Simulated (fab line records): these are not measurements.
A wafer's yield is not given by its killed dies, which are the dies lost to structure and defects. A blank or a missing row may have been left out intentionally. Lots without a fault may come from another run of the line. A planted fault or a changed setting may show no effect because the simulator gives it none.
Chamber matching	flow sky130	SKY_VIA3_ETCH_15 on rie diel-04: 3 sister chambers
The step etches SiO2 in C4F8/O2/Ar, stops on TiN, target depth 507 nm, time 78 s. 3 wafers are shown with their chamber, then 6 later ones without.

## WAFERS PAIRED WITH THEIR CHAMBERS
wafer	chamber	oes product au (a.u.)
L081.2	2	0.937
L081.3	1	0.925
L083.1	3	0.935

## WAFERS WHOSE CHAMBER IS MISSING
wafer	oes product au (a.u.)
L083.2	0.947
L083.6	0.946
L091.2	0.947
L091.4	0.943
L092.1	0.941
L092.6	0.943

## EACH ONE'S CHAMBER
wafer	from the rows above	in truth
L083.2	can't be placed: 2 or 3 or 1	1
L083.6	can't be placed: 2 or 3 or 1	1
L091.2	can't be placed: 2 or 3 or 1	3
L091.4	can't be placed: 2 or 3 or 1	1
L092.1	can't be placed: 2 or 3 or 1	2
L092.6	can't be placed: 2 or 3 or 1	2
0 of 6 placed correctly. Not placeable from these rows: 6 (in 6, the candidates include the true chamber). Placed wrongly: 0.
How it was worked out, from the rows above alone: a wafer's distance from a chamber is the root of the sum, over the readings, of the square of ((its reading less the chamber's mean) divided by the reading's scatter). The wafer belongs to the nearest chamber; if the next one is less than 2 further off, it can't be placed. Each chamber's mean is taken over the wafers shown for it. The scatter (one wafer shown for each chamber): square how far every hidden wafer sits from the nearest shown wafer, average those squares and take the square root.
